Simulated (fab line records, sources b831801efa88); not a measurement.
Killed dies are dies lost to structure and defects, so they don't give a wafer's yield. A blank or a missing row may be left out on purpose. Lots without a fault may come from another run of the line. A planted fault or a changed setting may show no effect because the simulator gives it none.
fab line records | flow gf180mcu
record lots=24 wafers=72 last_day=34
route steps=602 shown CONTACT@303 MIM@503 TOP_METAL@571
lots that met no fault: from a run of the same line without faults
start_h: hours from the record's first day to the start of the lot's first wafer shown | wait_h: hours since the lot's step before | " the same as in the row above | L1.1+2: a row that stands for several wafers | - no value, or no start given | * or withheld: withheld | < > ~ a bound
route shown NAME@n: a module of which the file shows steps, and the number in the route of the first | usual: mean/standard deviation of fault-free wafers | same: alike in all rows | chamber/n: place in a boat | sites: the reading at each site | _std_site: their standard deviation | _edge_site: outer sites' mean less inner sites' | radius_mm: how far each site lies from the wafer's centre | mask NAME#n: copy n | behind: the tool/chamber that last shaped the wafer | hold: why the lot was held/for how many hours/how that ended | device: the transistor (n, p or np) that didn't switch | end of line: the same wafers' tests at the end of the route | a step without rows: its recipe alone | killed: dies lost to structure and defects at the first sort, not the wafer's yield | map: a wafer's dies, x killed, . not, _ none there
set.NAME: the setting as run; set.NAME@STEP: as run at that earlier step | model.NAME: the simulator's own value behind a step, which no gauge read
steps of the route over a sample of lots; a table a step, a row a wafer
services: from which hour (start_h, from the record's first day; less than 0 if before it) a tool's chamber was out of use, for how many hours, and why
## steps
# step GF_CONTACT_ETCH_16
# recipe chemistry=N2/H2 target_depth_a=withheld overetch_a=withheld time_s=withheld target=BARC ion_energy_ev=200 source_w=500 bias_w=100 pressure_mtorr=30 n2_flow_sccm=100 h2_flow_sccm=200
# usual drypump_motor_current_A=5.6/0.55 h2_flow_sccm=200.0/0.56 n2_flow_sccm=99.98/0.29 oes_product_au=0.855/0.005 throttle_valve_pct=13.225/0.0098
# columns lot.wafer tool chamber start_h wait_h drypump_motor_current_A h2_flow_sccm n2_flow_sccm oes_product_au throttle_valve_pct
L074.1 rie_diel-04 2 368.43 0.0 6.2 200.1 99.60 0.857 13.221
L074.2 " 1 " " 5.2 200.0 99.75 0.856 13.222
L074.4 " 3 " " 6.1 200.2 99.64 0.845 13.221
L075.1 rie_diel-01 0 378.74 0.0 6.5 200.5 100.29 0.854 13.221
L075.4 " 1 " " 5.9 199.8 99.61 0.854 13.210
L075.5 " 1 " " 5.9 200.5 99.92 0.842 13.216
L076.3 rie_diel-04 0 381.74 0.0 5.3 200.2 100.12 0.856 13.241
L076.4 " 1 " " 5.2 200.6 99.58 0.855 13.215
L076.6 " 1 " " 5.2 200.6 100.30 0.853 13.232
L078.4 rie_diel-02 1 394.19 0.0 5.9 199.9 99.80 0.858 13.227
L078.5 " 1 " " 5.9 200.2 99.92 0.858 13.221
L078.6 " 0 " " 4.8 199.7 100.16 0.859 13.227
L077.1 rie_diel-01 3 401.07 0.0 4.9 200.4 100.23 0.856 13.229
L077.3 " 0 " " 6.4 200.3 99.93 0.852 13.224
L077.6 " 1 " " 5.9 199.4 99.98 0.859 13.222
L079.3 rie_diel-01 1 410.78 0.0 5.9 198.8 100.03 0.857 13.221
L079.4 " 2 " " 6.0 200.3 99.72 0.860 13.231
L079.6 " 3 " " 4.9 200.6 100.12 0.853 13.245
L080.1 rie_diel-01 0 414.74 0.0 6.4 200.3 99.95 0.854 13.228
L080.2 " 2 " " 6.0 199.1 100.16 0.844 13.236
L080.6 " 0 " " 6.5 200.4 100.20 0.848 13.239
L081.2 rie_diel-02 2 436.24 0.0 5.3 200.3 99.57 0.849 13.226
L081.3 " 3 " " 5.0 199.2 99.75 0.859 13.238
L081.6 " 1 " " 5.9 200.0 100.35 0.846 13.236
L082.2 rie_diel-02 1 439.33 0.0 5.8 200.5 99.86 0.857 13.230
L082.5 " 3 " " 5.0 201.2 100.43 0.868 13.228
L082.6 " 2 " " 5.3 200.3 100.00 0.859 13.227
L083.1 rie_diel-01 2 452.54 0.0 6.0 199.8 100.18 0.854 13.225
L083.2 " 0 " " 6.4 200.4 99.89 0.853 13.221
L083.5 " 0 " " 6.5 200.4 99.65 0.858 13.230
L084.1 rie_diel-02 1 458.43 0.0 5.9 200.8 100.51 0.850 13.233
L084.5 " 0 " " 4.8 200.1 100.35 0.861 13.223
L084.6 " 3 " " 5.0 201.3 100.03 0.857 13.238
L085.1 rie_diel-04 1 471.08 0.0 5.2 200.8 99.92 0.848 13.230
L085.4 " 0 " " 5.3 200.3 99.40 0.861 13.231
L085.5 " 1 " " 5.2 200.1 100.21 0.858 13.242
L086.2 rie_diel-04 1 487.79 0.0 5.2 199.9 99.70 0.863 13.217
L086.4 " 3 " " 6.1 200.5 100.08 0.862 13.243
L086.5 " 3 " " 6.1 200.5 99.85 0.854 13.223
L088.2 rie_diel-01 1 503.14 0.0 5.9 199.2 100.01 0.858 13.215
L088.3 " 0 " " 6.4 200.4 99.82 0.854 13.225
L088.4 " 2 " " 6.0 200.6 100.30 0.861 13.225
L087.1 rie_diel-01 2 505.73 0.0 6.0 199.9 100.20 0.857 13.227
L087.2 " 0 " " 6.5 200.1 99.57 0.853 13.230
L087.5 " 2 " " 6.0 200.1 100.00 0.863 13.217
L089.1 rie_diel-02 2 507.82 0.0 5.3 200.1 100.14 0.860 13.230
L089.3 " 3 " " 5.0 199.9 99.87 0.847 13.225
L089.4 " 1 " " 5.9 200.4 99.67 0.854 13.213
L090.1 rie_diel-01 3 514.13 0.0 4.9 201.4 99.87 0.858 13.219
L090.2 " 1 " " 5.9 199.6 100.26 0.856 13.224
L090.6 " 1 " " 5.9 199.5 99.62 0.857 13.230
L092.1 rie_diel-01 2 520.03 0.0 6.0 199.8 99.61 0.852 13.218
L092.2 " 3 " " 4.9 200.7 99.31 0.855 13.226
L092.6 " 2 " " 6.0 199.7 100.12 0.853 13.223
L091.1 rie_diel-04 2 523.87 0.0 6.2 200.1 99.60 0.866 13.216
L091.2 " 3 " " 6.0 200.8 100.20 0.849 13.239
L091.6 " 0 " " 5.4 200.0 100.27 0.852 13.218
L093.1 rie_diel-02 2 528.78 0.0 5.3 200.4 99.88 0.861 13.230
L093.3 " 0 " " 4.8 200.2 99.65 0.851 13.208
L093.4 " 1 " " 5.9 199.8 99.96 0.852 13.215
L094.1 rie_diel-04 1 535.72 0.0 5.2 199.2 100.04 0.855 13.211
L094.3 " 3 " " 6.0 199.3 100.61 0.859 13.211
L094.4 " 2 " " 6.2 199.2 100.02 0.856 13.223
L095.2 rie_diel-01 3 542.52 0.0 4.9 199.8 100.40 0.857 13.238
L095.4 " 0 " " 6.5 200.5 99.55 0.854 13.212
L095.5 " 1 " " 5.9 200.2 99.76 0.853 13.232
L096.1 rie_diel-01 3 549.22 0.0 4.9 200.4 100.25 0.854 13.225
L096.4 " 1 " " 5.9 199.9 100.27 0.855 13.208
L096.6 " 3 " " 4.9 200.4 100.32 0.854 13.231
L097.3 rie_diel-02 3 552.57 0.0 5.0 200.4 99.83 0.852 13.206
L097.4 " 0 " " 4.8 200.9 100.11 0.860 13.242
L097.6 " 3 " " 5.0 200.3 99.80 0.856 13.227
# step GF_MIM_SPUTTER_00
# recipe material=Ti target_thk_nm=37.5 arriving_ion_energy_ev=80 substrate_temp_c=200 chamber_pressure_pa=2 power_w=4000 time_s=150
# usual throttle_valve_pct=29.7/1.1
# columns lot.wafer tool chamber start_h wait_h throttle_valve_pct
L074.1 pvd_sputter-03 - 568.34 0.2 29.3
L074.2 " - " " 31.3
L074.4 " - " " 31.1
L075.1 pvd_sputter-01 - 579.45 0.2 31.1
L075.4 " - " " 29.5
L075.5 " - " " 30.9
L076.3 pvd_sputter-03 - 583.23 0.2 30.8
L076.4 " - " " 31.4
L076.6 " - " " 29.5
L078.4 pvd_sputter-01 - 593.57 0.1 29.7
L078.5 " - " " 30.7
L078.6 " - " " 29.4
L077.1 pvd_sputter-04 - 599.14 0.1 30.8
L077.3 " - " " 29.0
L077.6 " - " " 27.5
L079.3 pvd_sputter-04 - 607.56 0.1 27.4
L079.4 " - " " 30.5
L079.6 " - " " 27.6
L080.1 pvd_sputter-03 - 612.16 0.2 31.0
L080.2 " - " " 31.2
L080.6 " - " " 29.6
L081.2 pvd_sputter-01 - 631.02 0.1 28.2
L081.3 " - " " 29.6
L081.6 " - " " 31.0
L082.2 pvd_sputter-04 - 631.17 0.1 27.4
L082.5 " - " " 29.1
L082.6 " - " " 30.7
L083.1 pvd_sputter-01 - 642.73 0.1 28.0
L083.2 " - " " 29.6
L083.5 " - " " 31.1
L084.1 pvd_sputter-01 - 648.82 0.1 28.1
L084.5 " - " " 28.1
L084.6 " - " " 31.0
L085.1 pvd_sputter-01 - 658.69 0.1 28.0
L085.4 " - " " 30.6
L085.5 " - " " 27.9
L086.2 pvd_sputter-03 - 671.89 0.2 31.3
L086.4 " - " " 29.2
L086.5 " - " " 29.7
L088.2 pvd_sputter-03 - 685.02 0.1 31.2
L088.3 " - " " 29.7
L088.4 " - " " 29.4
L087.1 pvd_sputter-04 - 687.62 0.1 29.5
L087.2 " - " " 28.9
L087.5 " - " " 30.6
L089.1 pvd_sputter-01 - 689.64 0.1 29.5
L089.3 " - " " 31.0
L089.4 " - " " 30.8
L090.1 pvd_sputter-01 - 695.43 0.1 30.6
L090.2 " - " " 29.5
L090.6 " - " " 29.5
L092.1 pvd_sputter-01 - 699.55 0.1 31.0
L092.2 " - " " 28.1
L092.6 " - " " 29.5
L091.1 pvd_sputter-03 - 701.75 0.2 30.8
L091.2 " - " " 31.3
L091.6 " - " " 29.7
L093.1 pvd_sputter-04 - 706.47 0.1 30.9
L093.3 " - " " 29.3
L093.4 " - " " 29.1
L094.1 pvd_sputter-03 - 711.21 0.1 29.4
L094.3 " - " " 29.7
L094.4 " - " " 30.8
L095.2 pvd_sputter-04 - 716.46 0.1 27.5
L095.4 " - " " 29.1
L095.5 " - " " 29.1
L096.1 pvd_sputter-03 - 721.47 0.1 29.2
L096.4 " - " " 29.2
L096.6 " - " " 30.9
L097.3 pvd_sputter-04 - 724.55 0.1 29.1
L097.4 " - " " 27.7
L097.6 " - " " 28.8
# step GF_MIM_RS_MEAS_10
# recipe thk_meas_gauge=four-point-probe reads=TiN_of_MIM_SPUTTER_09+AlCu_of_MIM_SPUTTER_08+TiN_of_MIM_SPUTTER_07
# usual MIM_ALCU_RS=0.1596/0.0022
# columns lot.wafer tool chamber start_h wait_h MIM_ALCU_RS[ohm/sq]
L074.1 film_metro-01 - 568.76 0.0 0.1614
L074.2 " - " " 0.1598
L074.4 " - " " 0.1609
L075.1 film_metro-03 - 579.88 0.0 0.1588
L075.4 " - " " 0.1583
L075.5 " - " " 0.1600
L076.3 film_metro-01 - 583.70 0.1 0.1598
L076.4 " - " " 0.1573
L076.6 " - " " 0.1575
L078.4 film_metro-02 - 594.04 0.1 0.1603
L078.5 " - " " 0.1594
L078.6 " - " " 0.1595
L077.1 film_metro-01 - 599.55 0.0 0.1625
L077.3 " - " " 0.1568
L077.6 " - " " 0.1581
L079.3 film_metro-02 - 608.01 0.1 0.1533
L079.4 " - " " 0.1574
L079.6 " - " " 0.1600
L080.1 film_metro-02 - 612.57 0.0 0.1595
L080.2 " - " " 0.1604
L080.6 " - " " 0.1610
L081.2 film_metro-02 - 631.46 0.0 0.1604
L081.3 " - " " 0.1590
L081.6 " - " " 0.1595
L082.2 film_metro-01 - 631.60 0.0 0.1625
L082.5 " - " " 0.1592
L082.6 " - " " 0.1605
L083.1 film_metro-03 - 643.14 0.0 0.1590
L083.2 " - " " 0.1595
L083.5 " - " " 0.1599
L084.1 film_metro-01 - 649.23 0.0 0.1561
L084.5 " - " " 0.1574
L084.6 " - " " 0.1562
L085.1 film_metro-03 - 659.11 0.0 0.1579
L085.4 " - " " 0.1630
L085.5 " - " " 0.1634
L086.2 film_metro-02 - 672.33 0.0 0.1582
L086.4 " - " " 0.1625
L086.5 " - " " 0.1604
L088.2 film_metro-01 - 685.47 0.0 0.1587
L088.3 " - " " 0.1606
L088.4 " - " " 0.1584
L087.1 film_metro-01 - 688.06 0.0 0.1605
L087.2 " - " " 0.1652
L087.5 " - " " 0.1622
L089.1 film_metro-01 - 690.06 0.0 0.1595
L089.3 " - " " 0.1590
L089.4 " - " " 0.1621
L090.1 film_metro-01 - 695.84 0.0 0.1575
L090.2 " - " " 0.1640
L090.6 " - " " 0.1634
L092.1 film_metro-02 - 699.97 0.0 0.1559
L092.2 " - " " 0.1644
L092.6 " - " " 0.1632
L091.1 film_metro-01 - 702.16 0.0 0.1591
L091.2 " - " " 0.1590
L091.6 " - " " 0.1599
L093.1 film_metro-01 - 706.89 0.0 0.1605
L093.3 " - " " 0.1637
L093.4 " - " " 0.1584
L094.1 film_metro-03 - 711.62 0.0 0.1577
L094.3 " - " " 0.1576
L094.4 " - " " 0.1611
L095.2 film_metro-02 - 716.89 0.0 0.1576
L095.4 " - " " 0.1611
L095.5 " - " " 0.1567
L096.1 film_metro-02 - 721.88 0.0 0.1573
L096.4 " - " " 0.1566
L096.6 " - " " 0.1570
L097.3 film_metro-01 - 725.00 0.1 0.1605
L097.4 " - " " 0.1587
L097.6 " - " " 0.1613
# step GF_TOP_METAL_SPUTTER_04
# recipe material=TiN target_thk_nm=25 power_w=6500 time_s=20.8 chamber_pressure_pa=0.4
# usual throttle_valve_pct=29.5/1.4
# columns lot.wafer tool chamber start_h wait_h throttle_valve_pct
L074.1 pvd_sputter-04 - 633.40 0.0 29.0
L074.2 " - " " 29.3
L074.4 " - " " 30.6
L075.1 pvd_sputter-01 - 645.32 0.0 30.9
L075.4 " - " " 29.6
L075.5 " - " " 30.9
L076.3 pvd_sputter-02 - 649.06 0.0 31.9
L076.4 " - " " 28.1
L076.6 " - " " 31.9
L078.4 pvd_sputter-01 - 656.28 0.0 29.8
L078.5 " - " " 29.6
L078.6 " - " " 31.0
L077.1 pvd_sputter-04 - 662.36 0.0 29.1
L077.3 " - " " 30.6
L077.6 " - " " 28.9
L079.3 pvd_sputter-01 - 670.83 0.0 29.8
L079.4 " - " " 31.1
L079.6 " - " " 28.2
L080.1 pvd_sputter-04 - 675.41 0.0 28.8
L080.2 " - " " 29.5
L080.6 " - " " 27.7
L081.2 pvd_sputter-04 - 693.36 0.0 29.6
L081.3 " - " " 29.1
L081.6 " - " " 30.6
L082.2 pvd_sputter-02 - 693.74 0.0 27.9
L082.5 " - " " 28.2
L082.6 " - " " 32.0
L083.1 pvd_sputter-04 - 704.13 0.0 27.1
L083.2 " - " " 29.4
L083.5 " - " " 29.4
L084.1 pvd_sputter-02 - 709.62 0.0 28.5
L084.5 " - " " 32.3
L084.6 " - " " 31.2
L085.1 pvd_sputter-04 - 718.93 0.0 30.6
L085.4 " - " " 27.4
L085.5 " - " " 29.4
L086.2 pvd_sputter-04 - 730.42 0.0 29.2
L086.4 " - " " 29.1
L086.5 " - " " 30.9
L088.2 pvd_sputter-02 - 742.34 0.0 27.9
L088.3 " - " " 31.8
L088.4 " - " " 31.2
L087.1 pvd_sputter-04 - 746.11 0.0 29.2
L087.2 " - " " 29.2
L087.5 " - " " 27.5
L089.1 pvd_sputter-04 - 748.21 0.0 29.0
L089.3 " - " " 29.2
L089.4 " - " " 28.9
L090.1 pvd_sputter-04 - 752.13 0.0 27.3
L090.2 " - " " 29.2
L090.6 " - " " 29.3
L092.1 pvd_sputter-02 - 756.30 0.0 28.7
L092.2 " - " " 27.8
L092.6 " - " " 27.9
L091.1 pvd_sputter-01 - 758.00 0.0 30.8
L091.2 " - " " 31.1
L091.6 " - " " 30.7
L093.1 pvd_sputter-01 - 762.79 0.0 30.5
L093.3 " - " " 29.5
L093.4 " - " " 30.9
L094.1 pvd_sputter-01 - 766.98 0.0 29.3
L094.3 " - " " 28.0
L094.4 " - " " 29.6
L095.2 pvd_sputter-02 - 772.29 0.0 28.6
L095.4 " - " " 27.6
L095.5 " - " " 31.4
L096.1 pvd_sputter-04 - 776.23 0.0 29.3
L096.4 " - " " 27.5
L096.6 " - " " 29.2
L097.3 pvd_sputter-01 - 778.97 0.0 30.7
L097.4 " - " " 28.2
L097.6 " - " " 30.7
# step GF_TOP_METAL_THK_MEAS_06
# recipe thk_meas_gauge=xrf reads=AlCu_of_TOP_METAL_SPUTTER_02
# usual TOP_METAL_ALCU_THK=897/11
# columns lot.wafer tool chamber start_h wait_h TOP_METAL_ALCU_THK[nm]
L074.1 film_metro-04 - 633.55 0.1 910
L074.2 " - " " 881
L074.4 " - " " 888
L075.1 film_metro-03 - 645.47 0.1 889
L075.4 " - " " 890
L075.5 " - " " 893
L076.3 film_metro-02 - 649.23 0.1 912
L076.4 " - " " 905
L076.6 " - " " 904
L078.4 film_metro-03 - 656.46 0.1 900
L078.5 " - " " 906
L078.6 " - " " 904
L077.1 film_metro-02 - 662.51 0.1 912
L077.3 " - " " 891
L077.6 " - " " 910
L079.3 film_metro-02 - 671.00 0.1 902
L079.4 " - " " 897
L079.6 " - " " 894
L080.1 film_metro-02 - 675.56 0.1 903
L080.2 " - " " 887
L080.6 " - " " 874
L081.2 film_metro-04 - 693.52 0.1 881
L081.3 " - " " 907
L081.6 " - " " 895
L082.2 film_metro-02 - 693.90 0.1 910
L082.5 " - " " 891
L082.6 " - " " 908
L083.1 film_metro-03 - 704.27 0.1 891
L083.2 " - " " 892
L083.5 " - " " 894
L084.1 film_metro-04 - 709.77 0.1 891
L084.5 " - " " 904
L084.6 " - " " 901
L085.1 film_metro-03 - 719.08 0.1 921
L085.4 " - " " 907
L085.5 " - " " 921
L086.2 film_metro-04 - 730.58 0.1 896
L086.4 " - " " 882
L086.5 " - " " 889
L088.2 film_metro-02 - 742.50 0.1 908
L088.3 " - " " 909
L088.4 " - " " 899
L087.1 film_metro-03 - 746.26 0.1 903
L087.2 " - " " 883
L087.5 " - " " 892
L089.1 film_metro-02 - 748.36 0.1 890
L089.3 " - " " 873
L089.4 " - " " 890
L090.1 film_metro-03 - 752.28 0.1 873
L090.2 " - " " 880
L090.6 " - " " 878
L092.1 film_metro-04 - 756.45 0.1 880
L092.2 " - " " 893
L092.6 " - " " 890
L091.1 film_metro-03 - 758.15 0.1 908
L091.2 " - " " 901
L091.6 " - " " 891
L093.1 film_metro-03 - 762.94 0.1 901
L093.3 " - " " 886
L093.4 " - " " 905
L094.1 film_metro-03 - 767.13 0.1 899
L094.3 " - " " 904
L094.4 " - " " 895
L095.2 film_metro-02 - 772.48 0.1 894
L095.4 " - " " 911
L095.5 " - " " 898
L096.1 film_metro-03 - 776.37 0.1 896
L096.4 " - " " 895
L096.6 " - " " 895
L097.3 film_metro-03 - 779.14 0.1 907
L097.4 " - " " 914
L097.6 " - " " 909
# step GF_TOP_METAL_METAL_ETCH_16
# recipe chemistry=Cl2/BCl3 mask_material=NOVOLAK target_depth_nm=1197 stop_on=SiO2 pressure_mtorr=8 icp_w=800 bias_w=140 Cl2_flow_sccm=80 bcl3_flow_sccm=40 time_s=199.5
# usual drypump_motor_current_A=5.8/0.41 oes_product_au=0.993/0.0062 throttle_valve_pct=28.226/0.0094
# columns lot.wafer tool chamber start_h wait_h drypump_motor_current_A oes_product_au rf_hours_counter_h throttle_valve_pct
L074.1 rie_metal-01 0 653.27 0.0 5.0 0.998 2 28.221
L074.2 " 1 " " 5.8 0.992 7 28.231
L074.4 " 0 " " 5.0 0.987 - 28.228
L075.1 rie_metal-01 1 664.72 0.0 5.8 0.992 7 28.226
L075.4 " 0 " " 5.0 0.992 - 28.251
L075.5 " 1 " " 5.8 0.984 - 28.240
L076.3 rie_metal-03 0 668.20 0.1 6.1 0.998 - 28.229
L076.4 " 0 " " 6.0 1.004 - 28.226
L076.6 " 0 " " 6.0 0.997 - 28.231
L078.4 rie_metal-02 0 675.36 0.2 6.1 0.991 - 28.239
L078.5 " 0 " " 6.2 0.990 - 28.215
L078.6 " 0 " " 6.2 0.993 - 28.217
L077.1 rie_metal-03 1 681.59 0.0 5.6 0.995 8 28.203
L077.3 " 0 " " 6.1 0.999 - 28.216
L077.6 " 1 " " 5.5 0.993 - 28.224
L079.3 rie_metal-02 0 690.05 0.1 6.1 0.976 - 28.212
L079.4 " 1 " " 6.2 0.982 - 28.224
L079.6 " 0 " " 6.1 0.991 - 28.222
L080.1 rie_metal-03 0 694.09 0.0 6.1 0.993 3 28.214
L080.2 " 1 " " 5.6 0.996 8 28.218
L080.6 " 0 " " 6.1 1.000 - 28.223
L081.2 rie_metal-03 0 711.97 0.0 6.0 0.999 4 28.234
L081.3 " 1 " " 5.6 0.997 - 28.240
L081.6 " 0 " " 6.1 0.996 - 28.224
L082.2 rie_metal-01 0 712.12 0.0 5.0 0.992 4 28.215
L082.5 " 1 " " 5.9 0.999 - 28.224
L082.6 " 0 " " 5.0 1.002 - 28.240
L083.1 rie_metal-01 1 721.97 0.0 5.8 1.001 9 28.211
L083.2 " 0 " " 5.0 0.998 4 28.235
L083.5 " 1 " " 5.9 0.994 - 28.209
L084.1 rie_metal-01 1 727.52 0.0 5.9 0.993 10 28.219
L084.5 " 1 " " 5.9 1.005 - 28.231
L084.6 " 0 " " 5.0 0.996 - 28.238
L085.1 rie_metal-03 0 736.34 0.0 6.0 0.995 5 28.223
L085.4 " 1 " " 5.6 0.984 - 28.224
L085.5 " 0 " " 6.1 0.999 - 28.225
L086.2 rie_metal-01 1 747.99 0.0 5.9 0.994 10 28.223
L086.4 " 1 " " 5.9 0.994 - 28.225
L086.5 " 1 " " 5.9 0.997 - 28.220
L088.2 rie_metal-03 0 759.07 0.0 6.0 0.990 6 28.227
L088.3 " 0 " " 6.1 0.996 - 28.210
L088.4 " 1 " " 5.6 0.982 - 28.232
L087.1 rie_metal-03 1 763.24 0.0 5.6 0.991 12 28.216
L087.2 " 0 " " 6.1 1.003 7 28.241
L087.5 " 1 " " 5.6 0.988 - 28.245
L089.1 rie_metal-03 0 764.79 0.0 6.0 1.004 7 28.229
L089.3 " 1 " " 5.6 0.979 - 28.225
L089.4 " 0 " " 6.1 0.991 - 28.219
L090.1 rie_metal-02 0 768.82 0.0 6.1 0.993 18 28.227
L090.2 " 1 " " 6.2 0.987 10 28.233
L090.6 " 1 " " 6.2 0.988 - 28.242
L092.1 rie_metal-03 0 772.62 0.0 6.1 0.999 7 28.234
L092.2 " 1 " " 5.6 0.995 13 28.225
L092.6 " 0 " " 6.0 1.000 - 28.219
L091.1 rie_metal-01 0 774.77 0.0 5.0 0.991 7 28.222
L091.2 " 1 " " 5.8 0.994 12 28.203
L091.6 " 1 " " 5.9 0.999 - 28.216
L093.1 rie_metal-03 1 779.19 0.0 5.6 0.981 13 28.222
L093.3 " 0 " " 6.0 0.994 - 28.218
L093.4 " 1 " " 5.6 0.983 - 28.224
L094.1 rie_metal-01 0 782.99 0.0 5.0 0.992 7 28.214
L094.3 " 1 " " 5.8 0.996 - 28.209
L094.4 " 0 " " 5.0 0.997 - 28.228
L095.2 rie_metal-03 0 788.74 0.0 6.1 0.993 8 28.233
L095.4 " 1 " " 5.6 0.985 - 28.230
L095.5 " 0 " " 6.1 0.997 - 28.218
L096.1 rie_metal-02 1 792.84 0.0 6.2 0.988 11 28.223
L096.4 " 1 " " 6.2 0.988 - 28.227
L096.6 " 1 " " 6.2 0.987 - 28.213
L097.3 rie_metal-02 1 794.86 0.1 6.2 0.991 - 28.241
L097.4 " 1 " " 6.2 0.991 - 28.215
L097.6 " 1 " " 6.2 0.984 - 28.244
## services
# columns tool chamber start_h hours kind
pvd_sputter-01 - 363.39 8.3 repair
pvd_sputter-04 - 367.73 2.4 repair
rie_diel-02 0 373.07 1.5 repair
rie_metal-03 - 415.89 0.6 repair
pvd_sputter-01 - 430.86 0.9 repair
rie_diel-01 3 443.05 2.8 repair
rie_diel-01 0 476.48 7.8 repair
rie_diel-02 3 479.06 15.6 repair
rie_diel-01 1 516.19 6.9 repair
rie_diel-01 - 522.36 2.8 pm
pvd_sputter-04 - 533.78 4.7 repair
pvd_sputter-03 - 535.08 6.7 repair
pvd_sputter-01 - 543.61 4.7 repair
pvd_sputter-01 - 548.80 3.5 repair
rie_diel-01 - 581.70 0.4 repair
pvd_sputter-01 - 605.54 11.8 repair
pvd_sputter-03 - 619.39 2.6 repair
rie_diel-01 1 633.53 10.9 repair
rie_metal-03 1 649.47 26.4 repair
rie_metal-03 - 674.82 0.2 repair
rie_diel-01 2 683.61 4.9 repair
rie_metal-01 1 698.28 5.0 repair
rie_metal-03 - 764.08 0.6 repair
pvd_sputter-04 - 794.40 2.7 repair
## key
fault none
